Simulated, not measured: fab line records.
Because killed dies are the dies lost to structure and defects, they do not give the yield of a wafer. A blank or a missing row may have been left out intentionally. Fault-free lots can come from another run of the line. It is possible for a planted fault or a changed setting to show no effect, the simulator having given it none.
A lot that was struck, set against a sound lot / flow sky130 / 44 steps out of a route of 708
Sound: wafers L537.1, L537.3, L537.5. Struck: wafer L539.1. Last of all comes the cause.
Order at every step that has rows: each side's tool, ch and its chambers, its first start. Under that, the readings that differ: sound wafers / struck wafers / difference of the means / sigmas: that difference in standard deviations of wafers without a fault.
alike: same words and numbers on both sides, and readings whose means sit less than 2 such deviations apart. not compared: any withheld reading, any reading some wafer has no value for, any bound like >300 that may hide the same value, and any number with overlapping values for which the record gives no deviation.
A row with sigmas, a row that says differs or no value, or rows on one side alone: a step with any of these is where the two part. Numbers that don't overlap but have no deviation are shown without sigmas and don't part them. A reading missing from all wafers of one side parts the sides only when that side holds two or more wafers.

SKY_VIA2_SPUTTER_20: material TiN, target thk 20 nm, time 80 s.
  sound on pvd-sputter-02, day 40 04:55; struck on pvd-sputter-03, day 40 16:58
  alike: throttle-valve-pct
then, 1 step without rows for these wafers: SKY_VIA2_CVD_21 (deposits W, target thk 420 nm, time 126.4 s).
SKY_VIA2_RS_MEAS_22: a four-point-probe measurement.
  sound on film-metro-04, day 40 05:07; struck on film-metro-01, day 40 17:09
reading=VIA2_W_RS (ohm/sq); sound=0.2688 0.2682 0.2660; struck=0.2730; difference=+0.0053; sigmas=+2
SKY_VIA2_THK_MEAS_23: measures by xrf.
  sound on film-metro-04, day 40 05:14; struck on film-metro-01, day 40 17:16
  alike: VIA2_W_THK
SKY_VIA2_CMP_24: polishes, stops on SiO2, t overpolish 20 s, target thk 0 nm.
  sound on cmp-01 ch 1,3, day 40 05:17; struck on cmp-02 ch 0, day 40 17:23
  alike: motor-current-A, overpolish-run-s, retaining-ring-pressure-frac, time-to-endpoint-s
then, 6 steps without rows for these wafers: SKY_METAL3_SPUTTER_00 (material Ti, target thk 15 nm, time 10 s); SKY_METAL3_SPUTTER_01 (material TiN, target thk 20 nm, time 16.7 s); SKY_METAL3_SPUTTER_02 (material AlCu, target thk 735 nm, time 39.1 s); SKY_METAL3_SPUTTER_03 (material Ti, target thk 5 nm, time 3.3 s); SKY_METAL3_SPUTTER_04 (material TiN, target thk 70 nm, time 58.3 s); SKY_CAPM_CVD_00 (deposits SiO2, target thk 15.5 nm).
SKY_CAPM_THK_MEAS_01:
  sound on film-metro-02, day 40 05:46; struck on film-metro-03, day 40 17:49
  alike: CAPM_CVD_00_THK
SKY_CAPM_SPUTTER_02: material TiN, target thk 200 nm, time 166.7 s.
  sound on pvd-sputter-04, day 40 05:49; struck on pvd-sputter-04, day 40 17:52
reading=model.TiN_of_CAPM_SPUTTER_02.thk-nm (nm); sound=198.4 201.9 196.8; struck=219.5; difference=+20.5; sigmas=
  alike: throttle-valve-pct
SKY_CAPM_RS_MEAS_03: a four-point-probe measurement.
  sound on film-metro-01, day 40 05:56; struck on film-metro-02, day 40 17:59
reading=CAPM_TIN_RS (ohm/sq); sound=6.96 6.84 7.02; struck=6.28; difference=-0.66; sigmas=-6
SKY_CAPM_THK_MEAS_04: measures by xrf.
  sound on film-metro-01, day 40 06:03; struck on film-metro-02, day 40 18:06
reading=CAPM_TIN_THK (nm); sound=199 203 198; struck=221; difference=+21; sigmas=+7
then, 7 steps without rows for these wafers: SKY_CAPM_DEHYDRATE_05 (time 60 s); SKY_CAPM_HMDS_06 (prime time 60 s); SKY_CAPM_COAT_07 (resist thk 1140 nm); SKY_CAPM_SOFTBAKE_08 (time 60 s); SKY_CAPM_EXPOSE_09 (exposes mask CAPM, target cd 1000 nm); SKY_CAPM_PEB_10; SKY_CAPM_DEVELOP_11 (develop time 60 s).
SKY_CAPM_OVL_MEAS_12:
  sound on overlay-02, day 41 05:38; struck on overlay-02, day 41 18:23
  alike: CAPM_OVL
SKY_CAPM_METAL_ETCH_13: etches TiN in Cl2/BCl3, stops on SiO2, target depth 220 nm, time 62.9 s.
  sound on rie-metal-04 ch 0,1, day 41 05:40; struck on rie-metal-04 ch 0, day 41 18:25
reading=oes-product-au (a.u.); sound=0.929 0.949 0.929; struck=0.983; difference=+0.047; sigmas=+5
reading=throttle-valve-pct (%); sound=21.904 21.905 21.896; struck=21.870; difference=-0.032; sigmas=-4
  alike: drypump-motor-current-A
  not compared: rf-hours-counter-h
SKY_CAPM_STRIP_14: strips in O2/N2.
  sound on plasma-asher-03 ch 0,1, day 41 05:45; struck on plasma-asher-04 ch 0, day 41 18:30
  alike: drypump-motor-current-A, o2-flow-sccm, oes-product-au, strip-time-to-endpoint-s
  not compared: rf-hours-counter-h
then, 11 steps without rows for these wafers: SKY_CAPM_STRIP_15 (strips in post etch residue remover, time 1200 s); SKY_CAPM_CLEAN_16 (cleans in IPA, time 180 s); SKY_CAPM_CLEAN_17 (cleans in O3/DIW); SKY_METAL3_DEHYDRATE_05 (time 60 s); SKY_METAL3_HMDS_06 (prime time 60 s); SKY_METAL3_COAT_07 (resist thk 60 nm); SKY_METAL3_COAT_08 (resist thk 1140 nm); SKY_METAL3_SOFTBAKE_09 (time 90 s); SKY_METAL3_EXPOSE_10 (exposes mask MM3, target cd 300 nm); SKY_METAL3_PEB_11; SKY_METAL3_DEVELOP_12 (develop time 60 s).
SKY_METAL3_CD_MEAS_13 targets a cd of 300 nm.
  sound on cd-sem-02, day 42 07:13; struck on cd-sem-02, day 42 19:07
  alike: cd-nm
SKY_METAL3_OVL_MEAS_14:
  sound on overlay-02, day 42 07:20; struck on overlay-01, day 42 19:14
  alike: METAL3_OVL
then, 1 step without rows for these wafers: SKY_METAL3_DESCUM_15 (chemistry O2, time 8 s).
SKY_METAL3_ETCH_16: etches BARC in N2/H2, stops on SiO2, time 88.2 s, target depth 60 nm.
  sound on rie-metal-02 ch 0, day 42 07:24; struck on rie-metal-03 ch 1, day 42 19:18
reading=oes-product-au (a.u.); sound=0.618 0.621 0.626; struck=0.632; difference=+0.010; sigmas=+2
  alike: drypump-motor-current-A, throttle-valve-pct
  not compared: rf-hours-counter-h
then, 1 step without rows for these wafers: SKY_METAL3_ETCH_17 (etches SiO2 in C4F8/O2/Ar, stops on TiN, time 3.9 s, target depth 15 nm).
SKY_METAL3_METAL_ETCH_18: etches the open film in Cl2/BCl3, stops on SiO2, target depth 845 nm, time 183.1 s.
  sound on rie-metal-01 ch 0,1, day 42 07:31; struck on rie-metal-01 ch 0, day 42 19:25
  alike: drypump-motor-current-A, oes-product-au, throttle-valve-pct
  not compared: rf-hours-counter-h
SKY_METAL3_STRIP_20: strips in post etch residue remover, time 1200 s.
  sound on wet-bench-04 ch 2, day 42 07:47; struck on wet-bench-02 ch 2, day 42 19:41
reading=model.TiN_of_CAPM_SPUTTER_02.thk-nm (nm); sound=197.5 201.1 196; struck=218.7; difference=+20.5; sigmas=
  alike: bath-guard-temp-C
-- the record jumps here: 7 days lie between the struck wafers' starts before and after (it left off in module METAL3 and takes up again in module PAD_OPEN, whose first step shown is number 708 of the route) --
SKY_PAD_OPEN_PROBE_99:
  sound on prober-02, day 49 00:45; struck on prober-02, day 49 12:29
reading=model.etest.cap-mim.plate-ohm-sq; sound=6.041 5.943 6.062; struck=5.503; difference=-0.512; sigmas=

WHERE THEY PART
Earliest at SKY_VIA2_RS_MEAS_22; latest, in this record, at SKY_METAL3_ETCH_16. Later steps at which nothing parts them and some readings are alike: SKY_METAL3_METAL_ETCH_18, SKY_METAL3_STRIP_20.

WHY: what the simulator had put in
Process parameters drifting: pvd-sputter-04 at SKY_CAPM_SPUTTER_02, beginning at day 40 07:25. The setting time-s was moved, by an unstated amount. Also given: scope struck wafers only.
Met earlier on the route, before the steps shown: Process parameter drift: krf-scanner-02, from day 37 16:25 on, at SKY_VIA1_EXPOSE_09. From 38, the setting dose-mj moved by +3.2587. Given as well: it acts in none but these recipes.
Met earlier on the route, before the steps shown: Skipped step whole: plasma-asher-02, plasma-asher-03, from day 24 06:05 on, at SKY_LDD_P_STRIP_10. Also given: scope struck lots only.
